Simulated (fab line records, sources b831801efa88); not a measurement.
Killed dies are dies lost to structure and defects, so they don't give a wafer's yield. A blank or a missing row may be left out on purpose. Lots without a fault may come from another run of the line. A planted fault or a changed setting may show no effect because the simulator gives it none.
A struck lot beside a sound one | flow sky130 | 14 steps out of a route of 708
Sound: wafers L109.4, L109.5, L109.6. Struck: wafers L112.1, L112.2, L112.6. The cause comes at the end.
At each step with rows: each side's tool, then ch and its chambers, then its first start. Under that, the readings that differ: sound wafers | struck wafers | difference of the means | sigmas: that difference in standard deviations of wafers without a fault.
alike: readings whose means differ by less than 2 such deviations, and words and numbers that are the same on both sides. not compared: withheld readings, readings that some wafer has no value for, bounds like >300 that may hide the same value, and numbers for which the record gives no deviation and whose values overlap.
The two part at a step that has a row with sigmas, a row that says differs or no value, or rows on one side only. Numbers that don't overlap but have no deviation are shown without sigmas and don't part them. A reading that every wafer of one side lacks parts them only if that side has two wafers or more.

SKY_LDD_HVP_TW_MEAS_10:
  sound on film_metro-02, day 24 11:05; struck on film_metro-01, day 25 20:07
  alike: LDD_HVP_TW
then, 7 steps without rows for these wafers: SKY_LDD_LDN_DEHYDRATE_00 (time 60 s); SKY_LDD_LDN_HMDS_01 (prime time 60 s); SKY_LDD_LDN_COAT_02 (resist thk 1140 nm); SKY_LDD_LDN_SOFTBAKE_03 (time 60 s); SKY_LDD_LDN_EXPOSE_04 (exposes mask LDNTM, target cd 700 nm); SKY_LDD_LDN_PEB_05; SKY_LDD_LDN_DEVELOP_06 (develop time 60 s).
SKY_LDD_LDN_OVL_MEAS_07:
  sound on overlay-01, day 25 16:17; struck on overlay-01, day 27 01:26
  alike: LDD_LDN_OVL
then, 3 steps without rows for these wafers: SKY_LDD_LDN_IMPLANT_08; SKY_LDD_LDN_IMPLANT_09; SKY_LDD_LDN_IMPLANT_10.
SKY_LDD_LDN_IMPLANT_11:
  sound on implanter-01 ch 0, day 25 16:50; struck on implanter-03 ch 0, day 27 01:55
  reading       | sound                            | struck                           | difference  | sigmas
  dose_ions_cm2 | 1.2515e+13 1.2492e+13 1.2503e+13 | 1.2297e+13 1.2305e+13 1.2297e+13 | -2.0367e+11 | -14
  alike: faraday_current_uA
SKY_LDD_LDN_STRIP_12: strips in O2/N2.
  sound on plasma_asher-02 ch 0,1, day 25 16:56; struck on plasma_asher-04 ch 0,1, day 27 02:04
  reading                     | sound       | struck      | difference | sigmas
  drypump_motor_current_A (A) | 6.3 6.3 6.4 | 5.1 5.1 5.1 | -1.2       | -2
  alike: oes_product_au, strip_time_to_endpoint_s
  not compared: rf_hours_counter_h

WHERE THEY PART
First at SKY_LDD_LDN_IMPLANT_11; last, within this record, at SKY_LDD_LDN_STRIP_12.

WHY: what the simulator had put in
Process parameter drift: implanter-03, from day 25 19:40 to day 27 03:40, at SKY_LDD_LDN_IMPLANT_11. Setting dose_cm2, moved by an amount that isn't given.
